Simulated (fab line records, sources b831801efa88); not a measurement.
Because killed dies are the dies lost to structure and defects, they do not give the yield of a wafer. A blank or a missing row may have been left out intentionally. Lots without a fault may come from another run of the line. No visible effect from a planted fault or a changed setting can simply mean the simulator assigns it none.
Which tool did it? / flow sky130 / Sampling: 14 lots, 42 wafers, 5 of 708 route steps

WHAT THE GAUGES READ, wafer by wafer
SKY_LDD_LDN_OVL_MEAS_07.
lot=L966; measured=day 22 15:57; on=overlay-01; LDD_LDN_OVL (nm)=1.9 2.0 1.2
lot=L967; measured=day 23 03:23; on=overlay-02; LDD_LDN_OVL (nm)=-1.2 -1.6 -0.5
lot=L968; measured=day 23 19:57; on=overlay-02; LDD_LDN_OVL (nm)=3.4 3.3 0.9
lot=L969; measured=day 23 23:11; on=overlay-01; LDD_LDN_OVL (nm)=-0.4 1.4 0.8
lot=L970; measured=day 24 20:15; on=overlay-01; LDD_LDN_OVL (nm)=0.3 -0.8 0.8
lot=L974; measured=day 25 15:48; on=overlay-01; LDD_LDN_OVL (nm)=- 1.7 -
lot=L975; measured=day 25 22:30; on=overlay-02; LDD_LDN_OVL (nm)=-1.8 - 1.5
lot=L980; measured=day 27 17:32; on=overlay-01; LDD_LDN_OVL (nm)=1.7 0.0 0.5
lot=L983; measured=day 29 16:55; on=overlay-01; LDD_LDN_OVL (nm)=0.8 1.4 1.2
lot=L985; measured=day 29 20:35; on=overlay-02; LDD_LDN_OVL (nm)=1.0 0.3 0.1
lot=L986; measured=day 29 21:14; on=overlay-01; LDD_LDN_OVL (nm)=-0.6 -1.5 0.1
lot=L987; measured=day 30 03:30; on=overlay-02; LDD_LDN_OVL (nm)=2.3 4.3 2.7
lot=L988; measured=day 30 07:33; on=overlay-02; LDD_LDN_OVL (nm)=0.0 1.8 1.1
lot=L989; measured=day 30 20:09; on=overlay-01; LDD_LDN_OVL (nm)=1.3 1.5 1.0

SKY_LDD_LDN_TW_MEAS_13.
lot=L966; measured=day 22 16:41; on=filmMetro-04; LDD_LDN_TW=1459 1458 1464
lot=L967; measured=day 23 04:07; on=filmMetro-01; LDD_LDN_TW=1467 1477 1465
lot=L968; measured=day 23 20:41; on=filmMetro-01; LDD_LDN_TW=1473 1473 1468
lot=L969; measured=day 23 23:55; on=filmMetro-03; LDD_LDN_TW=1474 1479 1477
lot=L970; measured=day 24 20:59; on=filmMetro-04; LDD_LDN_TW=1462 1466 1460
lot=L974; measured=day 25 16:32; on=filmMetro-04; LDD_LDN_TW=29 1457 29
lot=L975; measured=day 25 23:14; on=filmMetro-01; LDD_LDN_TW=1472 30 1477
lot=L980; measured=day 27 18:17; on=filmMetro-03; LDD_LDN_TW=1479 1480 1472
lot=L983; measured=day 29 17:39; on=filmMetro-01; LDD_LDN_TW=1474 1473 1474
lot=L985; measured=day 29 21:20; on=filmMetro-04; LDD_LDN_TW=1461 1461 1454
lot=L986; measured=day 29 21:58; on=filmMetro-04; LDD_LDN_TW=1466 1455 1467
lot=L987; measured=day 30 04:14; on=filmMetro-01; LDD_LDN_TW=1484 1471 1478
lot=L988; measured=day 30 08:17; on=filmMetro-01; LDD_LDN_TW=1475 1478 1484
lot=L989; measured=day 30 20:53; on=filmMetro-01; LDD_LDN_TW=1482 1476 1475

SKY_POLY_CUT_OVL_MEAS_09.
lot=L966; measured=day 24 00:35; on=overlay-02; POLY_CUT_OVL (nm)=-2 2 -3
lot=L967; measured=day 24 11:27; on=overlay-02; POLY_CUT_OVL (nm)=6 4 0
lot=L968; measured=day 25 03:27; on=overlay-02; POLY_CUT_OVL (nm)=-8 -10 -6
lot=L969; measured=day 25 06:57; on=overlay-02; POLY_CUT_OVL (nm)=12 10 7
lot=L970; measured=day 26 03:27; on=overlay-01; POLY_CUT_OVL (nm)=-11 -2 2
lot=L974; measured=day 26 23:29; on=overlay-01; POLY_CUT_OVL (nm)=-9 -11 -7
lot=L975; measured=day 27 05:33; on=overlay-02; POLY_CUT_OVL (nm)=-6 -9 -13
lot=L980; measured=day 29 01:07; on=overlay-02; POLY_CUT_OVL (nm)=-6 1 -16
lot=L983; measured=day 30 23:29; on=overlay-01; POLY_CUT_OVL (nm)=-5 -2 1
lot=L985; measured=day 31 03:43; on=overlay-01; POLY_CUT_OVL (nm)=8 5 5
lot=L986; measured=day 31 03:28; on=overlay-02; POLY_CUT_OVL (nm)=-2 -1 9
lot=L987; measured=day 31 10:09; on=overlay-02; POLY_CUT_OVL (nm)=0 -1 2
lot=L988; measured=day 31 14:38; on=overlay-01; POLY_CUT_OVL (nm)=-13 -11 -13
lot=L989; measured=day 32 03:04; on=overlay-02; POLY_CUT_OVL (nm)=-8 8 3

WHAT TOOL EACH LOT RAN ON (gives the tool, then ch and the chambers of the sampled wafers, and finally the start)
lot=L966; SKY_LDD_HVP_STRIP_09=plasmaAsher-01 ch 0,1, day 21 09:18; SKY_LDD_LDN_DEVELOP_06=lithoTrack-01 ch 0, day 22 15:48
lot=L967; SKY_LDD_HVP_STRIP_09=plasmaAsher-03 ch 0, day 21 21:39; SKY_LDD_LDN_DEVELOP_06=lithoTrack-02 ch 0, day 23 03:15
lot=L968; SKY_LDD_HVP_STRIP_09=plasmaAsher-04 ch 0,1, day 22 13:40; SKY_LDD_LDN_DEVELOP_06=lithoTrack-01 ch 0, day 23 19:48
lot=L969; SKY_LDD_HVP_STRIP_09=plasmaAsher-01 ch 0,1, day 22 16:43; SKY_LDD_LDN_DEVELOP_06=lithoTrack-04 ch 0, day 23 23:02
lot=L970; SKY_LDD_HVP_STRIP_09=plasmaAsher-01 ch 0,1, day 23 14:33; SKY_LDD_LDN_DEVELOP_06=lithoTrack-01 ch 0, day 24 20:06
lot=L974; SKY_LDD_HVP_STRIP_09=plasmaAsher-03 ch 0,1, day 24 10:34; SKY_LDD_LDN_DEVELOP_06=lithoTrack-01 ch 0, day 25 15:40
lot=L975; SKY_LDD_HVP_STRIP_09=plasmaAsher-01 ch 0,1, day 24 17:05; SKY_LDD_LDN_DEVELOP_06=lithoTrack-01 ch 0, day 25 22:21
lot=L980; SKY_LDD_HVP_STRIP_09=plasmaAsher-01 ch 0,1, day 26 12:06; SKY_LDD_LDN_DEVELOP_06=lithoTrack-04 ch 0, day 27 17:27
lot=L983; SKY_LDD_HVP_STRIP_09=plasmaAsher-01 ch 0,1, day 28 12:37; SKY_LDD_LDN_DEVELOP_06=lithoTrack-01 ch 0, day 29 16:48
lot=L985; SKY_LDD_HVP_STRIP_09=plasmaAsher-01 ch 0,1, day 28 17:00; SKY_LDD_LDN_DEVELOP_06=lithoTrack-04 ch 0, day 29 20:29
lot=L986; SKY_LDD_HVP_STRIP_09=plasmaAsher-01 ch 0,1, day 28 18:34; SKY_LDD_LDN_DEVELOP_06=lithoTrack-02 ch 0, day 29 21:05
lot=L987; SKY_LDD_HVP_STRIP_09=plasmaAsher-01 ch 0,1, day 28 23:43; SKY_LDD_LDN_DEVELOP_06=lithoTrack-01 ch 0, day 30 03:21
lot=L988; SKY_LDD_HVP_STRIP_09=plasmaAsher-03 ch 0,1, day 29 03:36; SKY_LDD_LDN_DEVELOP_06=lithoTrack-01 ch 0, day 30 07:25
lot=L989; SKY_LDD_HVP_STRIP_09=plasmaAsher-01 ch 0,1, day 29 15:31; SKY_LDD_LDN_DEVELOP_06=lithoTrack-01 ch 0, day 30 20:01
- SKY_LDD_HVP_STRIP_09: strips in O2/N2.
- SKY_LDD_LDN_DEVELOP_06: develop time 60 s.

AS READ BY THE TOOLS THEMSELVES (means over the sampled wafers that have a number; for cases with no such wafer, the mark the record gives instead)
SKY_LDD_HVP_STRIP_09.
lot=L966; tool=plasmaAsher-01; drypumpMotorCurrentA (A)=5.50; oesProductAu (a.u.)=0.411; stripTimeToEndpointS (s)=4.140
lot=L967; tool=plasmaAsher-03; drypumpMotorCurrentA (A)=5.20; oesProductAu (a.u.)=0.410; stripTimeToEndpointS (s)=4.141
lot=L968; tool=plasmaAsher-04; drypumpMotorCurrentA (A)=5.86; oesProductAu (a.u.)=0.412; stripTimeToEndpointS (s)=4.129
lot=L969; tool=plasmaAsher-01; drypumpMotorCurrentA (A)=5.45; oesProductAu (a.u.)=0.411; stripTimeToEndpointS (s)=4.144
lot=L970; tool=plasmaAsher-01; drypumpMotorCurrentA (A)=5.49; oesProductAu (a.u.)=0.411; stripTimeToEndpointS (s)=4.135
lot=L974; tool=plasmaAsher-03; drypumpMotorCurrentA (A)=5.45; oesProductAu (a.u.)=0.409; stripTimeToEndpointS (s)=4.138
lot=L975; tool=plasmaAsher-01; drypumpMotorCurrentA (A)=5.46; oesProductAu (a.u.)=0.404; stripTimeToEndpointS (s)=4.135
lot=L980; tool=plasmaAsher-01; drypumpMotorCurrentA (A)=5.48; oesProductAu (a.u.)=0.410; stripTimeToEndpointS (s)=4.137
lot=L983; tool=plasmaAsher-01; drypumpMotorCurrentA (A)=5.47; oesProductAu (a.u.)=0.405; stripTimeToEndpointS (s)=4.112
lot=L985; tool=plasmaAsher-01; drypumpMotorCurrentA (A)=5.50; oesProductAu (a.u.)=0.412; stripTimeToEndpointS (s)=4.123
lot=L986; tool=plasmaAsher-01; drypumpMotorCurrentA (A)=5.49; oesProductAu (a.u.)=0.411; stripTimeToEndpointS (s)=4.133
lot=L987; tool=plasmaAsher-01; drypumpMotorCurrentA (A)=5.50; oesProductAu (a.u.)=0.410; stripTimeToEndpointS (s)=4.152
lot=L988; tool=plasmaAsher-03; drypumpMotorCurrentA (A)=5.69; oesProductAu (a.u.)=0.412; stripTimeToEndpointS (s)=4.125
lot=L989; tool=plasmaAsher-01; drypumpMotorCurrentA (A)=5.43; oesProductAu (a.u.)=0.406; stripTimeToEndpointS (s)=4.141

THE ANSWER, worked out from the rows above alone
Rule: usual is defined by the lots themselves. The widest of any qualifying gaps counts: lots, ordered by their means at a reading, are off when they make up no more than a third of the lots, leave a main group of 4 or more, and stand apart from it by 3 or more times the standard deviation of that group's means. If all means in a main group match to the digits the tables above print for the reading, that group is not used. Also off: a lot with no number at a reading for which 4 or more lots have one. The other lots that the step has rows for count as sound. After the gauges, taken in route order, come the tools' own readings; for these a lot's mean is taken, as printed above. The first step at which some lot is off is used, and at that step the reading that is off furthest; a lot without a number counts as furthest.
Off: L974, L975, at SKY_LDD_LDN_TW_MEAS_13 (LDD_LDN_TW). Mean 1471 and standard deviation 7.3 in the main group.
A tool fits if, at a process step before that reading, it ran every lot that is off, and no sound lot after the first of them. Those tools and the gauges at SKY_LDD_LDN_TW_MEAS_13 are tried in the same way. No candidate that was tried fits.

WHAT THE SIMULATOR HAD INSERTED
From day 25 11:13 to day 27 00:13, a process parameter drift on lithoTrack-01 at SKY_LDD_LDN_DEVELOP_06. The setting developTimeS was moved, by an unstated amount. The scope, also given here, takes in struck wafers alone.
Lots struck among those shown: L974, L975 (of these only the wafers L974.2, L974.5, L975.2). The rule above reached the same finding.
